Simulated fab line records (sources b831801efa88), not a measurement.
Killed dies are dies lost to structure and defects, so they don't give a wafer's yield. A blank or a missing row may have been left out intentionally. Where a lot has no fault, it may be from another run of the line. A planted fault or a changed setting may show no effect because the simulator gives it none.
Code-filled problem report in 8D (eight disciplines) form :: flow gf180mcu :: the parts of the form that need people (team, actions taken, sign-off) are left out

== 1. WHAT WENT WRONG ==
CONTACT_W_RS at GF_CONTACT_RS_MEAS_25 reads a mean of 0.489 ohm/sq on 1 wafer of 1 lot; wafers without a fault read 0.383 ohm/sq with a standard deviation of 0.0045. That is +24 standard deviations from the usual mean.
The step: measures by four-point-probe.
The first sign was on wafer L532.5 at day 23 15:31, on film metro-02. The record has a number at this step for 32 wafers belonging to 11 lots. The rule behind "out" and "out of limits": a value lying over 4 standard deviations away from the usual mean. The other wafers with a number count as sound.

== 2. WHAT IT IS, AND WHAT IT ISN'T ==
question: which readings at this step
is: CONTACT_W_RS
is not: -

question: which lots
is: L532
is not: L512, L513, L516, L517, L519, L520, L521, L522, L523, L526

question: which wafers of those lots
is: L532.5
is not: L532.4

question: read on which gauges
is: film metro-02
is not: film metro-03, film metro-04

question: when
is: from day 23 15:31
is not: up to then (31 sound wafers)

== 3. SUSPECTS, AND WHAT RULES EACH OUT ==
Counting: any tool at a process step up to the reading remains a suspect provided it ran every lot that is out. Sound lots after the first of them don't rule it out here, since some wafers of a struck lot are sound.
- the gauge at GF_CONTACT_RS_MEAS_25: kept. All the wafers that are out were read on film metro-02, and no step on other tools shows them out.
- pvd sputter-02 at GF_CONTACT_SPUTTER_22 (material Ti, target thk 15 nm, time 80.02 s): kept. It processed L532, the lot that is out, at day 23 15:16, and its most recent sound lot before then was L520 at day 19 00:13.
- cvd w-01 at GF_CONTACT_CVD_24 (deposits W, target thk 300 nm, time 90.339 s): kept. It processed L532, the lot that is out, at day 23 15:24, and its most recent sound lot before then was L521 at day 19 10:40.
- At GF_CONTACT_CVD_24 on cvd w-01, chamber 0 took the sound wafers of the same lots and chamber 1 took the wafers that are out.
Left after counting: pvd sputter-02 at GF_CONTACT_SPUTTER_22, cvd w-01 at GF_CONTACT_CVD_24, film metro-02 at GF_CONTACT_RS_MEAS_25.

== 4. THE CAUSE (what the simulator had put in) ==
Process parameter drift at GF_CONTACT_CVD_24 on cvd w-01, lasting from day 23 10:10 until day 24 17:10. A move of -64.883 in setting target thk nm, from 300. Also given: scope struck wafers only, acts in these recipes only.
After counting, 3 suspects remain, this tool included.

== 5. THE EFFECT CHAIN, in route order ==
One row per reading whose mean, taken over the struck wafers that have a number, lies over 3 standard deviations from the usual. Only readings for which the record gives a usual standard deviation are gone through. hours: the time from each lot's start at the first step in this table that gives one to its start at this step, as a median over the lots. sigmas: the change in usual standard deviations.
hours: 0
step: GF_CONTACT_RS_MEAS_25
reading: CONTACT_W_RS
usual: 0.383 ohm/sq
on struck wafers: 0.489
change: +0.106
sigmas: +24

hours: 2
step: GF_CONTACT_THK_MEAS_26
reading: CONTACT_W_THK
usual: 303 nm
on struck wafers: 238
change: -65
sigmas: -18

hours: 9
step: GF_CONTACT_CMP_27
reading: time to endpoint s
usual: 71 s
on struck wafers: 57
change: -14
sigmas: -3.8
The process steps in it:
- GF_CONTACT_CMP_27: polishes, stops on SiO2, t overpolish 15 s, target thk 0 nm.

== 6. HOW IT WOULD HAVE BEEN CAUGHT EARLIER ==
In this record the first reading out of limits at a measuring or inspecting step was taken at day 23 15:31, 5 hours after the fault began at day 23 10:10.
No tool reading at GF_CONTACT_CVD_24 that has a usual standard deviation in the record was out on any struck wafer, so an alarm limit of 4 standard deviations on those readings would not have fired.
All the lots that are out (1) had begun GF_CONTACT_CVD_24 on cvd w-01 by day 23 15:31. None of them would have been spared by holding the tool at that moment.
